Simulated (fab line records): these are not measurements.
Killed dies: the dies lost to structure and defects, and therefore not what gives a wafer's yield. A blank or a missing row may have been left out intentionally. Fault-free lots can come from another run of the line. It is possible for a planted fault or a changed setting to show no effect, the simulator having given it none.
fab line records	flow sky130
record lots=6	wafers=18	lastDay=49
route steps=708 shown CONTACT@418 METAL1@434 VIA1@458 PAD_OPEN@708
lots with no fault: from the same line, run without faults
startH: hours from the record's first day to the start of the lot's first wafer shown	waitH: how many hours have passed since the lot's step before this one	" unchanged from the row above	L1.1+2: a row that stands for several wafers	- value missing, or start not given	* or withheld: withheld	< > ~ a bound
route shown NAME@n: names a module that has steps shown in the file, with the first one's number in the route	usual: mean/standard deviation taken from wafers without a fault	same: alike in all rows	chamber/n: place in a boat	sites: each site's reading	_std_site: their standard deviation	_edge_site: mean of outer sites minus mean of inner sites	radiusMm: how far each site lies from the wafer's centre	mask NAME#n: copy n	behind: the tool/chamber that last shaped the wafer	hold: why the lot was held/for how many hours/how that ended	device: which transistor (n, p or np) failed to switch	end of line: the route-end tests of the same wafers	where a step has no rows: the recipe by itself	killed: dies lost to structure and defects at the first sort, not the wafer's yield	map: a wafer's dies, x killed, . not, _ none there
set.NAME: the setting the step ran with; set.NAME@STEP: the setting that earlier step ran with	model.NAME: the simulator's own value behind a step, which no gauge read
lots at selected steps of the route; one table per step, one row per wafer
services: from which hour (startH, from the record's first day; less than 0 if before it) a tool's chamber was out of use, for how many hours, and why
## steps
# step SKY_CONTACT_PEB_12
# recipe pebTempC=withheld	pebTimeS=withheld	resist=KrF-thick
# step SKY_CONTACT_DEVELOP_13
# recipe developTimeS=60	resist=KrF-thick	devTempC=21
# step SKY_CONTACT_CD_MEAS_14
# recipe targetCdNm=170
# usual cdNm=170.0/1.5
lot.wafer	tool	chamber	startH	waitH	cdNm
L615.1	cdSem-01	-	762.90	-	170.0
L615.2	"	-	"	"	169.9
L615.5	"	-	"	"	169.2
L619.2	cdSem-01	-	805.70	-	169.9
L619.3	"	-	"	"	169.8
L619.5	"	-	"	"	171.1
L627.3	cdSem-01	-	860.59	-	167.6
L627.4	"	-	"	"	166.8
L627.5	"	-	"	"	167.8
L629.1	cdSem-01	-	863.58	-	171.6
L629.2	"	-	"	"	170.5
L629.6	"	-	"	"	170.9
L628.2	cdSem-01	-	864.05	-	170.7
L628.3	"	-	"	"	170.2
L628.5	"	-	"	"	171.9
L632.2	cdSem-01	-	881.30	-	171.5
L632.3	"	-	"	"	171.5
L632.4	"	-	"	"	170.6
# step SKY_CONTACT_OVL_MEAS_15
# usual CONTACT_OVL=2/4.8
lot.wafer	tool	chamber	startH	waitH	CONTACT_OVL[nm]
L615.1	overlay-02	-	763.02	0.1	7
L615.2	"	-	"	"	-2
L615.5	"	-	"	"	9
L619.2	overlay-02	-	805.80	0.1	9
L619.3	"	-	"	"	4
L619.5	"	-	"	"	3
L627.3	overlay-02	-	860.68	0.1	2
L627.4	"	-	"	"	7
L627.5	"	-	"	"	2
L629.1	overlay-02	-	863.70	0.1	4
L629.2	"	-	"	"	0
L629.6	"	-	"	"	5
L628.2	overlay-01	-	864.16	0.1	4
L628.3	"	-	"	"	-1
L628.5	"	-	"	"	-4
L632.2	overlay-01	-	881.41	0.1	1
L632.3	"	-	"	"	5
L632.4	"	-	"	"	1
# step SKY_CONTACT_ETCH_16
# recipe chemistry=N2/H2	target=BARC	ionEnergyEv=200	sourceW=500	biasW=100	pressureMtorr=30	n2FlowSccm=100	h2FlowSccm=200	stopOn=SiO2	timeS=45.9	targetDepthA=600
# step SKY_CONTACT_ETCH_17
# recipe target=SiO2	chemistry=C4F8/O2/Ar	stopOn=Si3N4	maskMaterial=KrF-thick	sourceW=1500	biasW=1200	pressureMtorr=40	c4f8FlowSccm=withheld	O2_flow_sccm=6	Ar_flow_sccm=300	timeS=withheld	targetDepthA=3400
# step SKY_CONTACT_ETCH_18
# recipe target=Si3N4	chemistry=CHF3/O2	stopOn=TiN	sourceW=600	biasW=200	pressureMtorr=40	chf3FlowSccm=50	O2_flow_sccm=5	timeS=39	targetDepthA=750
# step SKY_CONTACT_STRIP_19
# recipe chemistry=O2/N2	powerW=1400	pressureMtorr=1500	platenTempC=withheld	o2FlowSccm=3000	n2FlowSccm=300	overashFraction=0.5
# step SKY_CONTACT_STRIP_20
# recipe chemistry=postEtchResidueRemover	timeS=1200	tempC=72.5
# step SKY_CONTACT_CLEAN_21
# recipe chemistry=IPA	timeS=180	tempC=25
# step SKY_CONTACT_CLEAN_22
# recipe chemistry=O3/DIW	dry=n2Spin
# step SKY_CONTACT_SPUTTER_23
# recipe material=TiN	targetThkNm=20	chamberPressurePa=5	powerW=4000	timeS=80
# step SKY_CONTACT_CVD_24
# recipe material=W	targetThkNm=340	timeS=102.12	tempC=400	pressureTorr=40
# usual heaterPowerW=909/69	susceptorTempC=399.99/0.21
lot.wafer	tool	chamber	startH	waitH	heaterPowerW	susceptorTempC
L615.1	cvdW-02	1	763.85	0.0	946	399.99
L615.2	"	0	"	"	910	399.98
L615.5	"	0	"	"	907	399.96
L619.2	cvdW-01	0	806.66	0.0	790	400.01
L619.3	"	0	"	"	804	400.32
L619.5	"	1	"	"	935	400.40
L627.3	cvdW-01	0	861.53	0.1	789	400.16
L627.4	"	1	"	"	990	400.14
L627.5	"	1	"	"	987	400.06
L629.1	cvdW-02	0	864.57	0.0	881	400.19
L629.2	"	1	"	"	980	399.75
L629.6	"	1	"	"	962	399.58
L628.2	cvdW-01	0	865.01	0.0	810	399.82
L628.3	"	0	"	"	793	400.23
L628.5	"	1	"	"	976	399.59
L632.2	cvdW-02	1	882.23	0.0	953	400.26
L632.3	"	1	"	"	984	400.07
L632.4	"	0	"	"	892	400.11
# step SKY_CONTACT_RS_MEAS_25
# recipe thkMeasGauge=four-point-probe	reads=W_of_CONTACT_CVD_24+TiN_of_CONTACT_SPUTTER_23
# usual CONTACT_W_RS=0.340/0.0041
lot.wafer	tool	chamber	startH	waitH	CONTACT_W_RS[ohm/sq]
L615.1	filmMetro-03	-	763.96	0.1	0.332
L615.2	"	-	"	"	0.341
L615.5	"	-	"	"	0.340
L619.2	filmMetro-02	-	806.79	0.1	0.346
L619.3	"	-	"	"	0.344
L619.5	"	-	"	"	0.346
L627.3	filmMetro-04	-	861.65	0.1	0.342
L627.4	"	-	"	"	0.340
L627.5	"	-	"	"	0.340
L629.1	filmMetro-02	-	864.68	0.1	0.336
L629.2	"	-	"	"	0.332
L629.6	"	-	"	"	0.335
L628.2	filmMetro-03	-	865.15	0.1	0.344
L628.3	"	-	"	"	0.345
L628.5	"	-	"	"	0.344
L632.2	filmMetro-03	-	882.36	0.1	0.339
L632.3	"	-	"	"	0.336
L632.4	"	-	"	"	0.345
# step SKY_CONTACT_THK_MEAS_26
# recipe thkMeasGauge=xrf	reads=W_of_CONTACT_CVD_24
# usual CONTACT_W_THK=339/5.8
lot.wafer	tool	chamber	startH	waitH	CONTACT_W_THK[nm]
L615.1	filmMetro-03	-	764.08	0.1	346
L615.2	"	-	"	"	339
L615.5	"	-	"	"	339
L619.2	filmMetro-02	-	806.90	0.1	335
L619.3	"	-	"	"	338
L619.5	"	-	"	"	334
L627.3	filmMetro-04	-	861.75	0.1	334
L627.4	"	-	"	"	335
L627.5	"	-	"	"	334
L629.1	filmMetro-02	-	864.80	0.1	345
L629.2	"	-	"	"	350
L629.6	"	-	"	"	346
L628.2	filmMetro-03	-	865.26	0.1	337
L628.3	"	-	"	"	338
L628.5	"	-	"	"	337
L632.2	filmMetro-03	-	882.47	0.1	343
L632.3	"	-	"	"	347
L632.4	"	-	"	"	336
# step SKY_CONTACT_CMP_27
# recipe stopOn=SiO2	tOverpolishS=15	downForcePsi=3.5	platenRpm=60	targetThkNm=0	padVelocityMS=0.94248
# step SKY_METAL1_SPUTTER_00
# recipe material=Ti	targetThkNm=15	powerW=3000	timeS=10	chamberPressurePa=0.4
# step SKY_METAL1_SPUTTER_01
# recipe material=TiN	targetThkNm=20	powerW=6500	timeS=16.7	chamberPressurePa=0.4
# step SKY_METAL1_SPUTTER_02
# recipe material=AlCu	targetThkNm=250	powerW=10220	timeS=13.3	chamberPressurePa=0.4
# usual throttleValvePct=29.6/1.3
lot.wafer	tool	chamber	startH	waitH	throttleValvePct
L615.1	pvdSputter-03	-	764.49	0.0	31.2
L615.2	"	-	"	"	30.8
L615.5	"	-	"	"	27.5
L619.2	pvdSputter-03	-	807.30	0.0	31.0
L619.3	"	-	"	"	30.8
L619.5	"	-	"	"	28.7
L627.3	pvdSputter-03	-	862.14	0.0	27.7
L627.4	"	-	"	"	27.6
L627.5	"	-	"	"	31.3
L629.1	pvdSputter-03	-	865.21	0.0	28.7
L629.2	"	-	"	"	27.8
L629.6	"	-	"	"	27.8
L628.2	pvdSputter-03	-	865.65	0.0	29.0
L628.3	"	-	"	"	31.1
L628.5	"	-	"	"	27.6
L632.2	pvdSputter-01	-	882.87	0.0	28.2
L632.3	"	-	"	"	30.1
L632.4	"	-	"	"	31.4
# step SKY_METAL1_SPUTTER_03
# recipe material=Ti	targetThkNm=5	powerW=3000	timeS=3.3	chamberPressurePa=0.4
# usual throttleValvePct=29.6/1.3
lot.wafer	tool	chamber	startH	waitH	throttleValvePct
L615.1	pvdSputter-03	-	764.51	0.0	31.1
L615.2	"	-	"	"	30.6
L615.5	"	-	"	"	27.8
L619.2	pvdSputter-03	-	807.33	0.0	31.1
L619.3	"	-	"	"	30.8
L619.5	"	-	"	"	29.0
L627.3	pvdSputter-03	-	862.16	0.0	27.7
L627.4	"	-	"	"	27.6
L627.5	"	-	"	"	31.0
L629.1	pvdSputter-03	-	865.23	0.0	28.8
L629.2	"	-	"	"	27.9
L629.6	"	-	"	"	27.8
L628.2	pvdSputter-03	-	865.68	0.0	28.9
L628.3	"	-	"	"	31.0
L628.5	"	-	"	"	27.8
L632.2	pvdSputter-01	-	882.90	0.0	28.2
L632.3	"	-	"	"	30.4
L632.4	"	-	"	"	31.5
# step SKY_METAL1_SPUTTER_04
# recipe material=TiN	targetThkNm=70	powerW=6500	timeS=58.3	chamberPressurePa=0.4
# usual throttleValvePct=29.6/1.3
lot.wafer	tool	chamber	startH	waitH	throttleValvePct
L615.1	pvdSputter-03	-	764.53	0.0	31.2
L615.2	"	-	"	"	30.7
L615.5	"	-	"	"	27.6
L619.2	pvdSputter-03	-	807.35	0.0	31.1
L619.3	"	-	"	"	30.9
L619.5	"	-	"	"	28.9
L627.3	pvdSputter-03	-	862.18	0.0	27.5
L627.4	"	-	"	"	27.4
L627.5	"	-	"	"	31.0
L629.1	pvdSputter-03	-	865.25	0.0	28.8
L629.2	"	-	"	"	27.6
L629.6	"	-	"	"	27.6
L628.2	pvdSputter-03	-	865.70	0.0	28.7
L628.3	"	-	"	"	31.1
L628.5	"	-	"	"	28.0
L632.2	pvdSputter-01	-	882.92	0.0	28.4
L632.3	"	-	"	"	30.4
L632.4	"	-	"	"	31.4
# step SKY_METAL1_RS_MEAS_05
# recipe thkMeasGauge=four-point-probe	reads=TiN_of_METAL1_SPUTTER_04+Ti_of_METAL1_SPUTTER_03+AlCu_of_METAL1_SPUTTER_02+TiN_of_METAL1_SPUTTER_01+Ti_of_METAL1_SPUTTER_00
# usual METAL1_ALCU_RS=0.1322/0.0015
lot.wafer	tool	chamber	startH	waitH	METAL1_ALCU_RS[ohm/sq]
L615.1	filmMetro-01	-	764.58	0.0	0.1336
L615.2	"	-	"	"	0.1325
L615.5	"	-	"	"	0.1331
L619.2	filmMetro-04	-	807.41	0.0	0.1328
L619.3	"	-	"	"	0.1319
L619.5	"	-	"	"	0.1316
L627.3	filmMetro-02	-	862.27	0.1	0.1314
L627.4	"	-	"	"	0.1314
L627.5	"	-	"	"	0.1319
L629.1	filmMetro-01	-	865.30	0.0	0.1299
L629.2	"	-	"	"	0.1307
L629.6	"	-	"	"	0.1313
L628.2	filmMetro-04	-	865.76	0.0	0.1314
L628.3	"	-	"	"	0.1302
L628.5	"	-	"	"	0.1315
L632.2	filmMetro-04	-	882.99	0.0	0.1312
L632.3	"	-	"	"	0.1317
L632.4	"	-	"	"	0.1314
# step SKY_METAL1_THK_MEAS_06
# recipe thkMeasGauge=xrf	reads=AlCu_of_METAL1_SPUTTER_02
# usual METAL1_ALCU_THK=236.6/2.9
lot.wafer	tool	chamber	startH	waitH	METAL1_ALCU_THK[nm]
L615.1	filmMetro-01	-	764.70	0.1	235.0
L615.2	"	-	"	"	235.7
L615.5	"	-	"	"	236.0
L619.2	filmMetro-04	-	807.52	0.1	233.8
L619.3	"	-	"	"	236.1
L619.5	"	-	"	"	238.2
L627.3	filmMetro-02	-	862.37	0.1	237.9
L627.4	"	-	"	"	238.4
L627.5	"	-	"	"	237.9
L629.1	filmMetro-01	-	865.42	0.1	241.7
L629.2	"	-	"	"	240.2
L629.6	"	-	"	"	238.3
L628.2	filmMetro-04	-	865.87	0.1	240.6
L628.3	"	-	"	"	239.9
L628.5	"	-	"	"	237.5
L632.2	filmMetro-04	-	883.10	0.1	237.4
L632.3	"	-	"	"	238.2
L632.4	"	-	"	"	238.0
# step SKY_METAL1_DEHYDRATE_07
# recipe tempC=200	timeS=60
# step SKY_METAL1_HMDS_08
# recipe primeTimeS=60	primeTempC=120
# step SKY_METAL1_COAT_09
# recipe resist=BARC	tempC=withheld	timeS=withheld	spinRpm=3000	resistThkNm=60
# step SKY_METAL1_COAT_10
# recipe resist=KrF-thick	spinRpm=3000	resistThkNm=450
# step SKY_METAL1_SOFTBAKE_11
# recipe tempC=100	timeS=90	resist=KrF-thick
# step SKY_METAL1_EXPOSE_12
# recipe maskId=MM1	na=0.8	sourceShape=annular	sigmaInner=0.55	sigmaOuter=0.85	targetCdNm=140	doseMj=28
# step SKY_METAL1_PEB_13
# recipe pebTempC=withheld	pebTimeS=withheld	resist=KrF-thick
# step SKY_METAL1_DEVELOP_14
# recipe developTimeS=60	resist=KrF-thick	devTempC=21
# step SKY_METAL1_CD_MEAS_15
# recipe targetCdNm=140
# usual cdNm=139.7/2
lot.wafer	tool	chamber	startH	waitH	cdNm
L615.1	cdSem-02	-	791.15	-	139.7
L615.2	"	-	"	"	139.2
L615.5	"	-	"	"	139.6
L619.2	cdSem-02	-	834.83	-	139.2
L619.3	"	-	"	"	139.7
L619.5	"	-	"	"	140.9
L627.3	cdSem-02	-	888.52	-	141.9
L627.4	"	-	"	"	141.5
L627.5	"	-	"	"	140.2
L629.1	cdSem-02	-	891.15	-	135.3
L629.2	"	-	"	"	135.5
L629.6	"	-	"	"	135.7
L628.2	cdSem-01	-	891.52	-	141.0
L628.3	"	-	"	"	140.5
L628.5	"	-	"	"	141.1
L632.2	cdSem-01	-	908.77	-	139.1
L632.3	"	-	"	"	138.8
L632.4	"	-	"	"	139.5
# step SKY_METAL1_OVL_MEAS_16
# usual METAL1_OVL=4/5.4
lot.wafer	tool	chamber	startH	waitH	METAL1_OVL[nm]
L615.1	overlay-02	-	791.27	0.1	7
L615.2	"	-	"	"	1
L615.5	"	-	"	"	0
L619.2	overlay-02	-	834.94	0.1	9
L619.3	"	-	"	"	10
L619.5	"	-	"	"	9
L627.3	overlay-01	-	888.62	0.1	6
L627.4	"	-	"	"	5
L627.5	"	-	"	"	4
L629.1	overlay-01	-	891.27	0.1	9
L629.2	"	-	"	"	10
L629.6	"	-	"	"	14
L628.2	overlay-02	-	891.62	0.1	-2
L628.3	"	-	"	"	2
L628.5	"	-	"	"	12
L632.2	overlay-01	-	908.87	0.1	5
L632.3	"	-	"	"	14
L632.4	"	-	"	"	2
# step SKY_METAL1_DESCUM_17
# recipe chemistry=O2	sourcePowerW=150	biasPowerW=0	pressureMtorr=10	tempC=40	timeS=8
# usual drypumpMotorCurrentA=6.0/0.46	oesProductAu=0.998/0.0085
lot.wafer	tool	chamber	startH	waitH	drypumpMotorCurrentA	oesProductAu	rfHoursCounterH
L615.1	rieMetal-02	1	791.30	0.0	6.1	1.017	11
L615.2	"	0	"	"	6.4	1.016	6
L615.5	"	0	"	"	6.4	1.014	-
L619.2	rieMetal-02	1	834.97	0.0	6.1	0.987	13
L619.3	"	0	"	"	6.4	1.002	-
L619.5	"	1	"	"	6.1	0.990	-
L627.3	rieMetal-03	0	888.66	0.0	6.6	0.988	-
L627.4	"	0	"	"	6.5	0.993	-
L627.5	"	0	"	"	6.5	0.986	-
L629.1	rieMetal-01	1	891.30	0.0	5.2	0.998	3
L629.2	"	0	"	"	5.8	0.988	7
L629.6	"	1	"	"	5.2	1.002	-
L628.2	rieMetal-02	0	891.65	0.0	6.4	1.001	10
L628.3	"	1	"	"	6.1	0.990	-
L628.5	"	0	"	"	6.4	1.011	-
L632.2	rieMetal-02	1	908.90	0.0	6.2	0.994	16
L632.3	"	0	"	"	6.3	1.008	-
L632.4	"	1	"	"	6.1	0.994	-
# step SKY_METAL1_ETCH_18
# recipe chemistry=N2/H2	target=BARC	ionEnergyEv=200	biasW=100	pressureMtorr=30	n2FlowSccm=100	h2FlowSccm=200	icpW=500	stopOn=SiO2	timeS=45.9	targetDepthA=600
# step SKY_METAL1_METAL_ETCH_19
# recipe targetDepthA=3600	stopOn=SiO2	overEtchFrac=0.3	timeS=78	chemistry=Cl2/BCl3	resistSidewallDeg=88	pressureMtorr=10	icpW=900	biasW=48.5	Cl2_flow_sccm=60	bcl3FlowSccm=30
# usual drypumpMotorCurrentA=6.0/0.46	oesProductAu=0.853/0.011	throttleValvePct=22.265/0.0089
lot.wafer	tool	chamber	startH	waitH	drypumpMotorCurrentA	oesProductAu	rfHoursCounterH	throttleValvePct
L615.1	rieMetal-02	1	791.40	0.0	6.1	0.861	11	22.255
L615.2	"	0	"	"	6.4	0.872	6	22.268
L615.5	"	0	"	"	6.4	0.866	-	22.245
L619.2	rieMetal-02	1	835.06	0.0	6.1	0.865	13	22.257
L619.3	"	0	"	"	6.4	0.839	-	22.266
L619.5	"	1	"	"	6.1	0.846	-	22.260
L627.3	rieMetal-03	0	888.89	0.1	6.5	0.848	-	22.256
L627.4	"	0	"	"	6.5	0.848	-	22.265
L627.5	"	0	"	"	6.5	0.843	-	22.271
L629.1	rieMetal-01	1	891.40	0.0	5.2	0.847	3	22.273
L629.2	"	0	"	"	5.9	0.847	7	22.274
L629.6	"	1	"	"	5.2	0.841	-	22.279
L628.2	rieMetal-02	0	891.75	0.0	6.4	0.838	10	22.267
L628.3	"	1	"	"	6.1	0.845	-	22.260
L628.5	"	0	"	"	6.4	0.848	-	22.247
L632.2	rieMetal-02	1	909.00	0.0	6.1	0.842	16	22.275
L632.3	"	0	"	"	6.4	0.841	-	22.272
L632.4	"	1	"	"	6.1	0.839	-	22.270
# step SKY_METAL1_STRIP_20
# recipe chemistry=O2/N2	powerW=1400	pressureMtorr=1500	platenTempC=withheld	o2FlowSccm=3000	n2FlowSccm=300	overashFraction=0.5
# step SKY_METAL1_STRIP_21
# recipe chemistry=postEtchResidueRemover	timeS=1200	tempC=72.5
# step SKY_METAL1_CLEAN_22
# recipe chemistry=IPA	timeS=180	tempC=25
# step SKY_METAL1_CLEAN_23
# recipe chemistry=O3/DIW	dry=n2Spin
# step SKY_VIA1_HDPCVD_00
# recipe material=SiO2	targetThkNm=1030	sigmaOpenFrac=0.3	timeS=171.7	tempC=400	sih4FlowSccm=58.2	pressureMtorr=6
# step SKY_VIA1_THK_MEAS_01
# recipe reads=SiO2_of_VIA1_HDPCVD_00
# usual VIA1_HDPCVD_THK=1001/9.9
lot.wafer	tool	chamber	startH	waitH	VIA1_HDPCVD_THK[nm]
L615.1	filmMetro-03	-	792.19	0.1	984
L615.2	"	-	"	"	997
L615.5	"	-	"	"	998
L619.2	filmMetro-02	-	835.91	0.1	1019
L619.3	"	-	"	"	1001
L619.5	"	-	"	"	1006
L627.3	filmMetro-01	-	889.88	0.1	1010
L627.4	"	-	"	"	992
L627.5	"	-	"	"	1005
L629.1	filmMetro-01	-	892.25	0.1	1005
L629.2	"	-	"	"	985
L629.6	"	-	"	"	1005
L628.2	filmMetro-03	-	892.55	0.1	1017
L628.3	"	-	"	"	1016
L628.5	"	-	"	"	1008
L632.2	filmMetro-03	-	910.38	0.1	1004
L632.3	"	-	"	"	1010
L632.4	"	-	"	"	1003
# step SKY_PAD_OPEN_PROBE_99
# usual killed_at_M0_to_M3=44/7.4	killed_at_M4_up=3.2/2	killedAtContacts=24/5.1	killedAtFrontEnd=15/4.8	killedAtOther=0.2/0.46	killedDies=86/10	killedOpen=47/7.5	killedShort=39/7
# same grossDies=492	killedAtBackSide=0
lot.wafer	tool	chamber	startH	waitH	killed_at_M0_to_M3	killed_at_M4_up	killedAtContacts	killedAtFrontEnd	killedAtOther	killedDies	killedOpen	killedShort
L615.1	prober-01	-	1095.80	0.1	37	2	23	12	0	74	34	40
L615.2	prober-01	-	1095.85	0.1	33	0	17	24	0	74	44	29
L615.5	prober-01	-	1096.00	0.2	46	5	26	11	0	88	45	43
L619.2	prober-01	-	1128.82	0.1	32	5	33	8	0	78	44	34
L619.3	prober-01	-	1128.87	0.2	47	0	21	15	0	83	52	31
L619.5	prober-01	-	1128.97	0.2	32	1	31	9	0	73	39	34
L627.3	prober-01	-	1169.31	0.2	45	3	31	12	1	92	49	27
L627.4	prober-01	-	1169.36	0.2	54	5	61	18	1	139	59	42
L627.5	prober-01	-	1169.41	0.2	37	4	56	17	0	114	41	36
L629.1	prober-02	-	1170.71	0.1	43	1	29	15	0	88	55	33
L629.2	prober-02	-	1170.76	0.1	51	2	25	19	0	97	50	46
L629.6	prober-02	-	1170.96	0.2	51	4	18	21	0	94	48	46
L628.2	prober-01	-	1172.63	0.1	43	1	48	12	1	105	49	35
L628.3	prober-01	-	1172.68	0.2	35	3	34	16	0	88	36	40
L628.5	prober-01	-	1172.78	0.2	44	6	61	15	0	126	53	31
L632.2	prober-02	-	1182.82	0.1	31	3	24	9	0	67	33	34
L632.3	prober-02	-	1182.87	0.2	34	5	26	18	0	83	41	42
L632.4	prober-02	-	1182.92	0.2	44	6	21	11	1	83	46	37
# killed by level:class
L615.1 LOCAL_INTERCONNECT:geometricParticle:short=8 VIA1:geometricParticle:open=8 VIA3:geometricParticle:open=7 METAL1:geometricParticle:short=6 LI_CONTACT:geometricParticle:short=5 CONTACT:geometricParticle:open=5 CONTACT:geometricParticle:short=4 VIA1:geometricParticle:short=4
L615.2 VIA1:geometricParticle:open=14 FIELD_ISO:geometricParticle:short=7 FIELD_ISO:geometricParticle:open=6 LI_CONTACT:geometricParticle:open=5 CONTACT:geometricParticle:open=5 SPACER:geometricParticle:short=4 METAL2:geometricParticle:short=4 SPACER:geometricParticle:open=3
L615.5 VIA1:geometricParticle:open=12 LI_CONTACT:geometricParticle:open=9 CONTACT:geometricParticle:open=8 METAL2:geometricParticle:short=8 VIA3:geometricParticle:open=6 METAL1:geometricParticle:short=5 LOCAL_INTERCONNECT:geometricParticle:short=5 VIA1:geometricParticle:short=5
L619.2 CONTACT:geometricParticle:open=12 LI_CONTACT:geometricParticle:open=9 METAL1:geometricParticle:short=8 CONTACT:geometricParticle:short=7 VIA3:geometricParticle:open=7 POLY_GATE:geometricParticle:open=6 VIA1:geometricParticle:open=6 METAL4:geometricParticle:short=5
L619.3 LI_CONTACT:geometricParticle:open=8 VIA1:geometricParticle:open=8 VIA1:geometricParticle:short=8 VIA3:geometricParticle:open=7 CONTACT:geometricParticle:open=7 VIA2:geometricParticle:open=6 POLY_GATE:geometricParticle:open=5 METAL2:geometricParticle:short=4
L619.5 CONTACT:geometricParticle:open=13 CONTACT:geometricParticle:short=8 VIA2:geometricParticle:open=6 LI_CONTACT:geometricParticle:open=5 VIA1:geometricParticle:open=5 VIA1:geometricParticle:short=4 LOCAL_INTERCONNECT:geometricParticle:short=4 METAL2:geometricParticle:short=4
L627.3 CONTACT:unspecified=15 VIA1:geometricParticle:open=12 VIA2:geometricParticle:open=9 VIA3:geometricParticle:open=8 CONTACT:geometricParticle:open=7 METAL2:geometricParticle:short=6 LI_CONTACT:geometricParticle:open=4 VIA1:geometricParticle:short=4
L627.4 CONTACT:unspecified=38 VIA1:geometricParticle:open=16 VIA3:geometricParticle:open=10 LI_CONTACT:geometricParticle:open=9 FIELD_ISO:geometricParticle:short=7 FIELD_ISO:geometricParticle:open=7 CONTACT:geometricParticle:open=6 VIA1:geometricParticle:short=6
L627.5 CONTACT:unspecified=37 VIA1:geometricParticle:open=14 CONTACT:geometricParticle:open=8 FIELD_ISO:geometricParticle:short=7 FIELD_ISO:geometricParticle:open=5 VIA1:geometricParticle:short=5 METAL2:geometricParticle:short=4 METAL4:geometricParticle:short=4
L629.1 CONTACT:geometricParticle:open=15 VIA2:geometricParticle:open=13 VIA3:geometricParticle:open=7 FIELD_ISO:geometricParticle:short=6 CONTACT:geometricParticle:short=6 VIA1:geometricParticle:short=6 LI_CONTACT:geometricParticle:open=5 VIA1:geometricParticle:open=5
L629.2 VIA3:geometricParticle:open=15 CONTACT:geometricParticle:open=10 POLY_GATE:geometricParticle:short=8 VIA2:geometricParticle:open=8 FIELD_ISO:geometricParticle:short=7 METAL1:geometricParticle:short=7 CONTACT:geometricParticle:short=6 LI_CONTACT:geometricParticle:open=6
L629.6 VIA2:geometricParticle:open=10 VIA2:geometricParticle:short=8 METAL2:geometricParticle:short=7 CONTACT:geometricParticle:open=7 VIA1:geometricParticle:short=7 VIA3:geometricParticle:open=7 VIA1:geometricParticle:open=6 POLY_GATE:geometricParticle:open=6
L628.2 CONTACT:unspecified=21 VIA1:geometricParticle:open=13 LI_CONTACT:geometricParticle:open=9 VIA3:geometricParticle:open=7 CONTACT:geometricParticle:open=6 CONTACT:geometricParticle:short=6 METAL2:geometricParticle:short=5 VIA2:geometricParticle:open=5
L628.3 CONTACT:unspecified=12 VIA1:geometricParticle:short=7 FIELD_ISO:geometricParticle:open=6 CONTACT:geometricParticle:open=6 CONTACT:geometricParticle:short=5 VIA1:geometricParticle:open=5 METAL1:geometricParticle:short=5 LI_CONTACT:geometricParticle:open=4
L628.5 CONTACT:unspecified=42 VIA1:geometricParticle:open=11 FIELD_ISO:geometricParticle:open=9 LI_CONTACT:geometricParticle:open=8 VIA2:geometricParticle:open=7 VIA3:geometricParticle:open=7 CONTACT:geometricParticle:open=5 METAL4:geometricParticle:short=5
L632.2 CONTACT:geometricParticle:open=9 VIA1:geometricParticle:open=6 METAL1:geometricParticle:short=5 LI_CONTACT:geometricParticle:open=4 LOCAL_INTERCONNECT:geometricParticle:short=4 VIA3:geometricParticle:open=4 LI_CONTACT:geometricParticle:short=3 CONTACT:geometricParticle:short=3
L632.3 CONTACT:geometricParticle:open=9 VIA1:geometricParticle:short=9 LI_CONTACT:geometricParticle:open=7 FIELD_ISO:geometricParticle:open=5 CONTACT:geometricParticle:short=5 VIA1:geometricParticle:open=5 METAL2:geometricParticle:short=5 METAL4:geometricParticle:short=5
L632.4 VIA1:geometricParticle:open=10 CONTACT:geometricParticle:open=9 METAL1:geometricParticle:short=9 VIA2:geometricParticle:open=7 VIA3:geometricParticle:open=7 POLY_GATE:geometricParticle:short=5 LI_CONTACT:geometricParticle:open=4 METAL4:geometricParticle:short=4
# map L627.4 (x killed, . not)
__________.......x.._________
________x.xx...x..x..._______
______x............x...._____
_____x...........xx......____
____...........x.....x....___
___...............xxx.xx...__
__....x....xx.....xx..x...x._
_..x.........................
_...xx......x.x.x.xx.xx.x...x
_x.x.x.xxx...x...x....x..xx..
_x.x.xx.xxxxxx...x.xxx...x...
_..x.xxxxxxxxx.x......x.....x
_..x..xxxxxxx.x....x.........
_...xxxxxxxx.xx....x.....x.x.
_...xxxxxxx..................
__.x.x.x...x...xxxxxx.x....x_
___.x..x.....x......x...x..__
____..................x..x___
_____.......x...x.xxx..x.____
______x.....x..........._____
________..x...xxx....._______
__________.x.......x_________
# map L628.5 (x killed, . not)
__________...x.x...._________
________.x....x.x...x._______
______..x....x......x..._____
_____.....x.........xx...____
____x......xx.....x.x.x.x.___
___..xx....x..x..x.......x.__
__...x....xx...............x_
_..x.........x........x..x.x.
_......x........x...x....xx..
_x.....xxx....x...x.x....x...
_.xxxxxxxxxxx..x....x........
_x.x.xxxxxxx.x.xxx.x.x....x..
_....xxxxxxx..x...xx..x...x..
_...xxxxxxxx...x...x....x....
_...x.x.xxxx....x......x.....
__...x.......x.............._
___..x.......x...........x.__
____...................x.x___
_____....x...x.........x.____
______.xx..........x...._____
________..x....x.xxx.._______
__________.....x...._________
## services
tool	chamber	startH	hours	kind
cvdW-01	-	743.25	0.3	repair
pvdSputter-03	-	756.71	6.4	repair
pvdSputter-03	-	766.97	2.8	repair
cvdW-01	-	775.01	6.9	pm
rieMetal-01	1	800.95	-	clean
rieMetal-01	1	800.95	10.2	scheduledDown
rieMetal-01	1	800.95	10.2	ventCycle
rieMetal-03	-	811.15	1.4	pm
pvdSputter-03	-	824.89	4.6	repair
pvdSputter-03	0	857.23	-	consumableReplace:kit
pvdSputter-03	0	857.23	18.0	scheduledDown
pvdSputter-03	0	857.23	18.0	ventCycle
pvdSputter-01	-	862.72	5.0	repair
pvdSputter-01	0	870.45	-	consumableReplace:kit
pvdSputter-01	0	870.45	18.0	scheduledDown
pvdSputter-01	0	870.45	18.0	ventCycle
rieMetal-03	1	871.88	21.5	repair
cvdW-01	-	876.23	1.3	repair
cvdW-02	-	900.54	1.2	repair
cvdW-02	-	904.00	14.0	pm
cvdW-02	0	904.00	14.0	ventCycle
cvdW-02	1	904.00	14.0	ventCycle
rieMetal-03	0	904.62	22.3	repair
## key
firstSign step=SKY_PAD_OPEN_PROBE_99	reading=killedAtContacts	direction=up	sigmas=4.9	usual=24	struck=48
effect step=SKY_PAD_OPEN_PROBE_99	reading=killedDies	direction=up	sigmas=2.4	usual=86	struck=111	wafersMoved=3
metAt SKY_CONTACT_CVD_24
struckWafers L627.3,L627.4,L627.5,L628.2,L628.3,L628.5
testerLeftOut L627,L628
onsetBetween 806.66 861.53
fault kind=chamberParticleSource	tool=cvdW-01	chamber=-	onsetH=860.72	steps=SKY_CONTACT_CVD_24	ratePerVisitCm2=0.42144	endH=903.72
# testerLeftOut: of these lots the tester's yield and bins aren't shown, on N5 and GAA mostly nor the transistor test; their killed dies are dies lost to structure and defects alone, not to doping, threshold or leakage, so they don't give the yield
